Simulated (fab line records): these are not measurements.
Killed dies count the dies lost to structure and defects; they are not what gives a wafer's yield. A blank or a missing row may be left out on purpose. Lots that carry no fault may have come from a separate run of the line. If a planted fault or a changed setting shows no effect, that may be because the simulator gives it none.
fab line records / flow gf180mcu / part 2 of 2: steps 29 to 39 of 39
record: lots: 5 wafers: 15 last-day: 33
route steps=602 shown STI@8 DNWELL@32 NWELL@42
lots untouched by any fault: they come from a run of this same line in which no faults occurred
start-h: hours from the record's first day to the start of the lot's first wafer shown / wait-h: hours since the lot's step before / " the same as in the row above / L1.1+2: several wafers, shown together as one row / - no value present, or no start provided / * or withheld: withheld / < > ~ a bound
route shown NAME@n: NAME is a module with steps in the file, n the number in the route of the first one / usual: mean and standard deviation over wafers with no fault / same: alike in all rows / chamber/n: place in a boat / sites: per-site readings / _std_site: how widely they spread, as a standard deviation / _edge_site: mean of outer sites minus mean of inner sites / radius-mm: how far each site lies from the wafer's centre / mask NAME#n: copy n / behind: the last tool/chamber to shape the wafer / hold: why the lot was held/for how many hours/how that ended / device: transistor that didn't switch, given as n, p or np / end of line: the same wafers' tests at the end of the route / where a step has no rows: the recipe by itself / killed: dies lost to structure and defects at the first sort, not the wafer's yield / map: the dies of a wafer, with x for killed, . for not killed, _ for no die there
set.NAME: the setting the step ran with; set.NAME@STEP: the setting that earlier step ran with / model.NAME: the simulator's own value behind a step, which no gauge read
a table for each step, a row for each wafer; lots at some steps of the route
services: the hour from which a tool's chamber was out of use, counted from the record's first day as start-h (under 0 if before that day), plus the number of hours and why
== steps ==
step: GF_DNWELL_EXPOSE_04
recipe: mask-id: DNWELL target-cd-nm: 1700 na: 0.6 source-shape: conventional sigma-outer: 0.6 dose-mj: 260
lot.wafer=L079.1+2+5 tool=iline-stepper-01 chamber=0 start-h=- wait-h=- mask=DNWELL#0
lot.wafer=L084.2+4+6 tool=iline-stepper-01 chamber=0 start-h=- wait-h=- mask=DNWELL#0
lot.wafer=L085.1+2+5 tool=iline-stepper-02 chamber=0 start-h=- wait-h=- mask=DNWELL#0
lot.wafer=L087.3+4+6 tool=iline-stepper-01 chamber=0 start-h=- wait-h=- mask=DNWELL#0
lot.wafer=L091.2+4+6 tool=iline-stepper-02 chamber=0 start-h=- wait-h=- mask=DNWELL#0
step: GF_DNWELL_PEB_05
recipe: temp-c: 115 time-s: withheld
usual: chill-plate-temp-C: 22.98/0.083
lot.wafer=L079.1 tool=litho-track-04 chamber=0 start-h=- wait-h=- chill-plate-temp-C=22.85
lot.wafer=L079.2 tool=litho-track-04 chamber=0 start-h=- wait-h=- chill-plate-temp-C=22.93
lot.wafer=L079.5 tool=litho-track-04 chamber=0 start-h=- wait-h=- chill-plate-temp-C=22.98
lot.wafer=L084.2 tool=litho-track-01 chamber=0 start-h=- wait-h=- chill-plate-temp-C=22.94
lot.wafer=L084.4 tool=litho-track-01 chamber=0 start-h=- wait-h=- chill-plate-temp-C=22.91
lot.wafer=L084.6 tool=litho-track-01 chamber=0 start-h=- wait-h=- chill-plate-temp-C=22.87
lot.wafer=L085.1 tool=litho-track-04 chamber=0 start-h=- wait-h=- chill-plate-temp-C=22.84
lot.wafer=L085.2 tool=litho-track-04 chamber=0 start-h=- wait-h=- chill-plate-temp-C=22.90
lot.wafer=L085.5 tool=litho-track-04 chamber=0 start-h=- wait-h=- chill-plate-temp-C=22.94
lot.wafer=L087.3 tool=litho-track-04 chamber=0 start-h=- wait-h=- chill-plate-temp-C=23.00
lot.wafer=L087.4 tool=litho-track-04 chamber=0 start-h=- wait-h=- chill-plate-temp-C=22.93
lot.wafer=L087.6 tool=litho-track-04 chamber=0 start-h=- wait-h=- chill-plate-temp-C=22.96
lot.wafer=L091.2 tool=litho-track-04 chamber=0 start-h=- wait-h=- chill-plate-temp-C=23.10
lot.wafer=L091.4 tool=litho-track-04 chamber=0 start-h=- wait-h=- chill-plate-temp-C=22.96
lot.wafer=L091.6 tool=litho-track-04 chamber=0 start-h=- wait-h=- chill-plate-temp-C=23.15
step: GF_DNWELL_DEVELOP_06
recipe: wall-angle-deg: 90 develop-time-s: 60 dev-temp-c: 23
usual: chill-plate-temp-C: 23.02/0.1
same: develop-time-s: 60
lot.wafer=L079.1 tool=litho-track-04 chamber=0 start-h=- wait-h=- chill-plate-temp-C=22.84
lot.wafer=L079.2 tool=litho-track-04 chamber=0 start-h=- wait-h=- chill-plate-temp-C=22.97
lot.wafer=L079.5 tool=litho-track-04 chamber=0 start-h=- wait-h=- chill-plate-temp-C=23.00
lot.wafer=L084.2 tool=litho-track-01 chamber=0 start-h=- wait-h=- chill-plate-temp-C=23.02
lot.wafer=L084.4 tool=litho-track-01 chamber=0 start-h=- wait-h=- chill-plate-temp-C=22.97
lot.wafer=L084.6 tool=litho-track-01 chamber=0 start-h=- wait-h=- chill-plate-temp-C=23.14
lot.wafer=L085.1 tool=litho-track-04 chamber=0 start-h=- wait-h=- chill-plate-temp-C=23.17
lot.wafer=L085.2 tool=litho-track-04 chamber=0 start-h=- wait-h=- chill-plate-temp-C=23.03
lot.wafer=L085.5 tool=litho-track-04 chamber=0 start-h=- wait-h=- chill-plate-temp-C=23.03
lot.wafer=L087.3 tool=litho-track-04 chamber=0 start-h=- wait-h=- chill-plate-temp-C=22.85
lot.wafer=L087.4 tool=litho-track-04 chamber=0 start-h=- wait-h=- chill-plate-temp-C=22.88
lot.wafer=L087.6 tool=litho-track-04 chamber=0 start-h=- wait-h=- chill-plate-temp-C=23.18
lot.wafer=L091.2 tool=litho-track-04 chamber=0 start-h=- wait-h=- chill-plate-temp-C=22.93
lot.wafer=L091.4 tool=litho-track-04 chamber=0 start-h=- wait-h=- chill-plate-temp-C=23.19
lot.wafer=L091.6 tool=litho-track-04 chamber=0 start-h=- wait-h=- chill-plate-temp-C=22.96
step: GF_DNWELL_IMPLANT_07
recipe: species: P energy-kev: 1500 dose-cm2: 1e+13 tilt-deg: 0
lot.wafer=L079.1+2+5 tool=implanter-03 chamber=0 start-h=75.16 wait-h=-
lot.wafer=L084.2+4+6 tool=implanter-02 chamber=0 start-h=96.64 wait-h=-
lot.wafer=L085.1+2+5 tool=implanter-03 chamber=0 start-h=101.46 wait-h=-
lot.wafer=L087.3+4+6 tool=implanter-03 chamber=0 start-h=111.96 wait-h=-
lot.wafer=L091.2+4+6 tool=implanter-02 chamber=0 start-h=132.03 wait-h=-
step: GF_DNWELL_STRIP_08
recipe: chemistry: O2/N2 power-w: 1400 pressure-mtorr: 1500 platen-temp-c: 250 o2-flow-sccm: 3000 n2-flow-sccm: 300 overash-fraction: 0.5
usual: drypump-motor-current-A: 5.5/0.37 heater-power-w: 326/29 n2-flow-sccm: 300.1/0.85 oes-product-au: 0.722/0.0047 strip-time-to-endpoint-s: 36.95/0.098
lot.wafer=L079.1 tool=plasma-asher-02 chamber=1 start-h=75.31 wait-h=0.1 drypump-motor-current-A=5.2 heater-power-w=307 n2-flow-sccm=299.9 oes-product-au=0.719 rf-hours-counter-h=41 strip-time-to-endpoint-s=36.94
lot.wafer=L079.2 tool=plasma-asher-02 chamber=0 start-h=75.31 wait-h=0.1 drypump-motor-current-A=5.6 heater-power-w=334 n2-flow-sccm=300.7 oes-product-au=0.723 rf-hours-counter-h=41 strip-time-to-endpoint-s=36.98
lot.wafer=L079.5 tool=plasma-asher-02 chamber=0 start-h=75.31 wait-h=0.1 drypump-motor-current-A=5.5 heater-power-w=327 n2-flow-sccm=300.8 oes-product-au=0.714 rf-hours-counter-h=- strip-time-to-endpoint-s=36.95
lot.wafer=L084.2 tool=plasma-asher-01 chamber=1 start-h=96.76 wait-h=0.1 drypump-motor-current-A=5.2 heater-power-w=274 n2-flow-sccm=300.5 oes-product-au=0.715 rf-hours-counter-h=41 strip-time-to-endpoint-s=37.05
lot.wafer=L084.4 tool=plasma-asher-01 chamber=1 start-h=96.76 wait-h=0.1 drypump-motor-current-A=5.2 heater-power-w=281 n2-flow-sccm=299.6 oes-product-au=0.723 rf-hours-counter-h=- strip-time-to-endpoint-s=37.06
lot.wafer=L084.6 tool=plasma-asher-01 chamber=0 start-h=96.76 wait-h=0.1 drypump-motor-current-A=5.0 heater-power-w=333 n2-flow-sccm=299.3 oes-product-au=0.723 rf-hours-counter-h=- strip-time-to-endpoint-s=37.10
lot.wafer=L085.1 tool=plasma-asher-02 chamber=1 start-h=101.61 wait-h=0.1 drypump-motor-current-A=5.3 heater-power-w=313 n2-flow-sccm=301.3 oes-product-au=0.723 rf-hours-counter-h=44 strip-time-to-endpoint-s=36.96
lot.wafer=L085.2 tool=plasma-asher-02 chamber=0 start-h=101.61 wait-h=0.1 drypump-motor-current-A=5.5 heater-power-w=336 n2-flow-sccm=299.9 oes-product-au=0.727 rf-hours-counter-h=44 strip-time-to-endpoint-s=36.96
lot.wafer=L085.5 tool=plasma-asher-02 chamber=0 start-h=101.61 wait-h=0.1 drypump-motor-current-A=5.6 heater-power-w=333 n2-flow-sccm=299.7 oes-product-au=0.720 rf-hours-counter-h=- strip-time-to-endpoint-s=36.98
lot.wafer=L087.3 tool=plasma-asher-01 chamber=0 start-h=112.09 wait-h=0.1 drypump-motor-current-A=5.0 heater-power-w=333 n2-flow-sccm=299.2 oes-product-au=0.714 rf-hours-counter-h=- strip-time-to-endpoint-s=36.95
lot.wafer=L087.4 tool=plasma-asher-01 chamber=1 start-h=112.09 wait-h=0.1 drypump-motor-current-A=5.2 heater-power-w=280 n2-flow-sccm=299.2 oes-product-au=0.723 rf-hours-counter-h=- strip-time-to-endpoint-s=36.99
lot.wafer=L087.6 tool=plasma-asher-01 chamber=1 start-h=112.09 wait-h=0.1 drypump-motor-current-A=5.2 heater-power-w=282 n2-flow-sccm=299.3 oes-product-au=0.718 rf-hours-counter-h=- strip-time-to-endpoint-s=37.02
lot.wafer=L091.2 tool=plasma-asher-01 chamber=1 start-h=132.16 wait-h=0.1 drypump-motor-current-A=5.2 heater-power-w=282 n2-flow-sccm=298.4 oes-product-au=0.714 rf-hours-counter-h=45 strip-time-to-endpoint-s=37.00
lot.wafer=L091.4 tool=plasma-asher-01 chamber=1 start-h=132.16 wait-h=0.1 drypump-motor-current-A=5.2 heater-power-w=277 n2-flow-sccm=299.0 oes-product-au=0.723 rf-hours-counter-h=- strip-time-to-endpoint-s=36.89
lot.wafer=L091.6 tool=plasma-asher-01 chamber=0 start-h=132.16 wait-h=0.1 drypump-motor-current-A=5.0 heater-power-w=326 n2-flow-sccm=299.6 oes-product-au=0.720 rf-hours-counter-h=- strip-time-to-endpoint-s=36.96
step: GF_DNWELL_TW_MEAS_09
usual: DNWELL_TW: 1338/15
lot.wafer=L079.1 tool=film-metro-02 chamber=- start-h=75.41 wait-h=0.1 DNWELL_TW=1355
lot.wafer=L079.2 tool=film-metro-02 chamber=- start-h=75.41 wait-h=0.1 DNWELL_TW=1350
lot.wafer=L079.5 tool=film-metro-02 chamber=- start-h=75.41 wait-h=0.1 DNWELL_TW=1343
lot.wafer=L084.2 tool=film-metro-02 chamber=- start-h=96.87 wait-h=0.1 DNWELL_TW=1353
lot.wafer=L084.4 tool=film-metro-02 chamber=- start-h=96.87 wait-h=0.1 DNWELL_TW=1356
lot.wafer=L084.6 tool=film-metro-02 chamber=- start-h=96.87 wait-h=0.1 DNWELL_TW=1351
lot.wafer=L085.1 tool=film-metro-02 chamber=- start-h=101.71 wait-h=0.1 DNWELL_TW=1362
lot.wafer=L085.2 tool=film-metro-02 chamber=- start-h=101.71 wait-h=0.1 DNWELL_TW=1364
lot.wafer=L085.5 tool=film-metro-02 chamber=- start-h=101.71 wait-h=0.1 DNWELL_TW=1368
lot.wafer=L087.3 tool=film-metro-03 chamber=- start-h=112.18 wait-h=0.1 DNWELL_TW=1311
lot.wafer=L087.4 tool=film-metro-03 chamber=- start-h=112.18 wait-h=0.1 DNWELL_TW=1328
lot.wafer=L087.6 tool=film-metro-03 chamber=- start-h=112.18 wait-h=0.1 DNWELL_TW=1328
lot.wafer=L091.2 tool=film-metro-03 chamber=- start-h=132.27 wait-h=0.1 DNWELL_TW=1325
lot.wafer=L091.4 tool=film-metro-03 chamber=- start-h=132.27 wait-h=0.1 DNWELL_TW=1328
lot.wafer=L091.6 tool=film-metro-03 chamber=- start-h=132.27 wait-h=0.1 DNWELL_TW=1325
step: GF_NWELL_DEHYDRATE_00
recipe: temp-c: 200 time-s: 60
usual: chill-plate-temp-C: 22.99/0.095
lot.wafer=L079.1 tool=litho-track-04 chamber=0 start-h=81.31 wait-h=5.9 chill-plate-temp-C=23.25
lot.wafer=L079.2 tool=litho-track-04 chamber=0 start-h=81.31 wait-h=5.9 chill-plate-temp-C=23.10
lot.wafer=L079.5 tool=litho-track-04 chamber=0 start-h=81.31 wait-h=5.9 chill-plate-temp-C=23.14
lot.wafer=L084.2 tool=litho-track-04 chamber=0 start-h=102.78 wait-h=5.9 chill-plate-temp-C=22.99
lot.wafer=L084.4 tool=litho-track-04 chamber=0 start-h=102.78 wait-h=5.9 chill-plate-temp-C=22.88
lot.wafer=L084.6 tool=litho-track-04 chamber=0 start-h=102.78 wait-h=5.9 chill-plate-temp-C=23.13
lot.wafer=L085.1 tool=litho-track-04 chamber=0 start-h=107.66 wait-h=5.9 chill-plate-temp-C=23.08
lot.wafer=L085.2 tool=litho-track-04 chamber=0 start-h=107.66 wait-h=5.9 chill-plate-temp-C=22.88
lot.wafer=L085.5 tool=litho-track-04 chamber=0 start-h=107.66 wait-h=5.9 chill-plate-temp-C=22.90
lot.wafer=L087.3 tool=litho-track-03 chamber=0 start-h=118.44 wait-h=6.3 chill-plate-temp-C=22.95
lot.wafer=L087.4 tool=litho-track-03 chamber=0 start-h=118.44 wait-h=6.3 chill-plate-temp-C=22.92
lot.wafer=L087.6 tool=litho-track-03 chamber=0 start-h=118.44 wait-h=6.3 chill-plate-temp-C=22.87
lot.wafer=L091.2 tool=litho-track-02 chamber=0 start-h=139.01 wait-h=6.7 chill-plate-temp-C=23.10
lot.wafer=L091.4 tool=litho-track-02 chamber=0 start-h=139.01 wait-h=6.7 chill-plate-temp-C=22.99
lot.wafer=L091.6 tool=litho-track-02 chamber=0 start-h=139.01 wait-h=6.7 chill-plate-temp-C=23.08
step: GF_NWELL_HMDS_01
recipe: prime-time-s: 60 prime-temp-c: 120
usual: chill-plate-temp-C: 22.99/0.11
lot.wafer=L079.1 tool=litho-track-04 chamber=0 start-h=81.46 wait-h=0.1 chill-plate-temp-C=22.94
lot.wafer=L079.2 tool=litho-track-04 chamber=0 start-h=81.46 wait-h=0.1 chill-plate-temp-C=22.96
lot.wafer=L079.5 tool=litho-track-04 chamber=0 start-h=81.46 wait-h=0.1 chill-plate-temp-C=22.91
lot.wafer=L084.2 tool=litho-track-04 chamber=0 start-h=102.93 wait-h=0.1 chill-plate-temp-C=23.21
lot.wafer=L084.4 tool=litho-track-04 chamber=0 start-h=102.93 wait-h=0.1 chill-plate-temp-C=23.09
lot.wafer=L084.6 tool=litho-track-04 chamber=0 start-h=102.93 wait-h=0.1 chill-plate-temp-C=23.13
lot.wafer=L085.1 tool=litho-track-04 chamber=0 start-h=107.81 wait-h=0.1 chill-plate-temp-C=23.13
lot.wafer=L085.2 tool=litho-track-04 chamber=0 start-h=107.81 wait-h=0.1 chill-plate-temp-C=22.84
lot.wafer=L085.5 tool=litho-track-04 chamber=0 start-h=107.81 wait-h=0.1 chill-plate-temp-C=22.90
lot.wafer=L087.3 tool=litho-track-03 chamber=0 start-h=118.59 wait-h=0.1 chill-plate-temp-C=22.99
lot.wafer=L087.4 tool=litho-track-03 chamber=0 start-h=118.59 wait-h=0.1 chill-plate-temp-C=23.10
lot.wafer=L087.6 tool=litho-track-03 chamber=0 start-h=118.59 wait-h=0.1 chill-plate-temp-C=23.07
lot.wafer=L091.2 tool=litho-track-02 chamber=0 start-h=139.16 wait-h=0.1 chill-plate-temp-C=22.86
lot.wafer=L091.4 tool=litho-track-02 chamber=0 start-h=139.16 wait-h=0.1 chill-plate-temp-C=23.02
lot.wafer=L091.6 tool=litho-track-02 chamber=0 start-h=139.16 wait-h=0.1 chill-plate-temp-C=22.97
step: GF_NWELL_COAT_02
recipe: spin-rpm: 2000 resist-thk-nm: 3000
usual: chill-plate-temp-C: 23.00/0.12
lot.wafer=L079.1 tool=litho-track-04 chamber=0 start-h=81.61 wait-h=0.1 chill-plate-temp-C=22.98
lot.wafer=L079.2 tool=litho-track-04 chamber=0 start-h=81.61 wait-h=0.1 chill-plate-temp-C=23.00
lot.wafer=L079.5 tool=litho-track-04 chamber=0 start-h=81.61 wait-h=0.1 chill-plate-temp-C=23.05
lot.wafer=L084.2 tool=litho-track-04 chamber=0 start-h=103.08 wait-h=0.1 chill-plate-temp-C=23.12
lot.wafer=L084.4 tool=litho-track-04 chamber=0 start-h=103.08 wait-h=0.1 chill-plate-temp-C=23.03
lot.wafer=L084.6 tool=litho-track-04 chamber=0 start-h=103.08 wait-h=0.1 chill-plate-temp-C=22.99
lot.wafer=L085.1 tool=litho-track-04 chamber=0 start-h=107.96 wait-h=0.1 chill-plate-temp-C=23.05
lot.wafer=L085.2 tool=litho-track-04 chamber=0 start-h=107.96 wait-h=0.1 chill-plate-temp-C=23.04
lot.wafer=L085.5 tool=litho-track-04 chamber=0 start-h=107.96 wait-h=0.1 chill-plate-temp-C=23.02
lot.wafer=L087.3 tool=litho-track-03 chamber=0 start-h=118.74 wait-h=0.1 chill-plate-temp-C=22.99
lot.wafer=L087.4 tool=litho-track-03 chamber=0 start-h=118.74 wait-h=0.1 chill-plate-temp-C=22.88
lot.wafer=L087.6 tool=litho-track-03 chamber=0 start-h=118.74 wait-h=0.1 chill-plate-temp-C=23.04
lot.wafer=L091.2 tool=litho-track-02 chamber=0 start-h=139.31 wait-h=0.1 chill-plate-temp-C=22.79
lot.wafer=L091.4 tool=litho-track-02 chamber=0 start-h=139.31 wait-h=0.1 chill-plate-temp-C=22.93
lot.wafer=L091.6 tool=litho-track-02 chamber=0 start-h=139.31 wait-h=0.1 chill-plate-temp-C=22.94
step: GF_NWELL_SOFTBAKE_03
recipe: temp-c: 110 time-s: withheld
usual: chill-plate-temp-C: 23.01/0.12
lot.wafer=L079.1 tool=litho-track-04 chamber=0 start-h=81.76 wait-h=0.1 chill-plate-temp-C=23.09
lot.wafer=L079.2 tool=litho-track-04 chamber=0 start-h=81.76 wait-h=0.1 chill-plate-temp-C=23.19
lot.wafer=L079.5 tool=litho-track-04 chamber=0 start-h=81.76 wait-h=0.1 chill-plate-temp-C=23.13
lot.wafer=L084.2 tool=litho-track-04 chamber=0 start-h=103.24 wait-h=0.1 chill-plate-temp-C=23.09
lot.wafer=L084.4 tool=litho-track-04 chamber=0 start-h=103.24 wait-h=0.1 chill-plate-temp-C=23.00
lot.wafer=L084.6 tool=litho-track-04 chamber=0 start-h=103.24 wait-h=0.1 chill-plate-temp-C=23.09
lot.wafer=L085.1 tool=litho-track-04 chamber=0 start-h=108.11 wait-h=0.1 chill-plate-temp-C=23.01
lot.wafer=L085.2 tool=litho-track-04 chamber=0 start-h=108.11 wait-h=0.1 chill-plate-temp-C=23.06
lot.wafer=L085.5 tool=litho-track-04 chamber=0 start-h=108.11 wait-h=0.1 chill-plate-temp-C=23.07
lot.wafer=L087.3 tool=litho-track-03 chamber=0 start-h=118.91 wait-h=0.1 chill-plate-temp-C=23.04
lot.wafer=L087.4 tool=litho-track-03 chamber=0 start-h=118.91 wait-h=0.1 chill-plate-temp-C=23.19
lot.wafer=L087.6 tool=litho-track-03 chamber=0 start-h=118.91 wait-h=0.1 chill-plate-temp-C=22.99
lot.wafer=L091.2 tool=litho-track-02 chamber=0 start-h=139.47 wait-h=0.1 chill-plate-temp-C=23.08
lot.wafer=L091.4 tool=litho-track-02 chamber=0 start-h=139.47 wait-h=0.1 chill-plate-temp-C=23.12
lot.wafer=L091.6 tool=litho-track-02 chamber=0 start-h=139.47 wait-h=0.1 chill-plate-temp-C=22.97
step: GF_NWELL_EXPOSE_04
recipe: mask-id: Nwell target-cd-nm: 860 na: 0.6 source-shape: conventional sigma-outer: 0.6 dose-mj: 260
lot.wafer=L079.1+2+5 tool=iline-stepper-02 chamber=0 start-h=- wait-h=- mask=Nwell#0
lot.wafer=L084.2+4+6 tool=iline-stepper-01 chamber=0 start-h=- wait-h=- mask=Nwell#0
lot.wafer=L085.1+2+5 tool=iline-stepper-01 chamber=0 start-h=- wait-h=- mask=Nwell#0
lot.wafer=L087.3+4+6 tool=iline-stepper-02 chamber=0 start-h=- wait-h=- mask=Nwell#0
lot.wafer=L091.2+4+6 tool=iline-stepper-02 chamber=0 start-h=- wait-h=- mask=Nwell#0
== services ==
tool=iline-stepper-01 chamber=- start-h=25.20 hours=28.1 kind=repair
tool=furnace-02 chamber=- start-h=26.54 hours=3.6 kind=pm
tool=furnace-02 chamber=- start-h=30.11 hours=5.1 kind=pm
tool=krf-scanner-02 chamber=- start-h=30.99 hours=0.8 kind=pm
tool=cmp-02 chamber=- start-h=32.54 hours=3.7 kind=repair
tool=rie-diel-02 chamber=2 start-h=35.40 hours=4.0 kind=repair
tool=furnace-02 chamber=- start-h=49.09 hours=9.7 kind=pm
tool=krf-scanner-01 chamber=- start-h=49.76 hours=10.0 kind=repair
tool=cmp-01 chamber=- start-h=52.83 hours=0.5 kind=repair
tool=rie-si-01 chamber=- start-h=53.79 hours=2.8 kind=pm
tool=krf-scanner-02 chamber=- start-h=59.77 hours=1.0 kind=pm
tool=cmp-02 chamber=- start-h=64.42 hours=4.0 kind=pm
tool=cmp-02 chamber=- start-h=66.70 hours=1.2 kind=repair
tool=cmp-02 chamber=- start-h=78.13 hours=1.3 kind=repair
tool=iline-stepper-01 chamber=- start-h=81.06 hours=3.6 kind=repair
tool=hdpcvd-01 chamber=0 start-h=86.70 hours=4.6 kind=repair
tool=implanter-03 chamber=- start-h=94.30 hours=2.0 kind=repair
tool=rie-si-01 chamber=2 start-h=96.03 hours=19.4 kind=repair
tool=iline-stepper-02 chamber=- start-h=96.23 hours=2.1 kind=pm
tool=krf-scanner-02 chamber=- start-h=118.97 hours=1.3 kind=pm
tool=iline-stepper-01 chamber=- start-h=119.30 hours=1.7 kind=pm
tool=rie-si-01 chamber=2 start-h=123.31 hours=2.3 kind=repair
tool=implanter-03 chamber=- start-h=129.93 hours=6.2 kind=repair
tool=krf-scanner-02 chamber=- start-h=138.29 hours=0.4 kind=repair
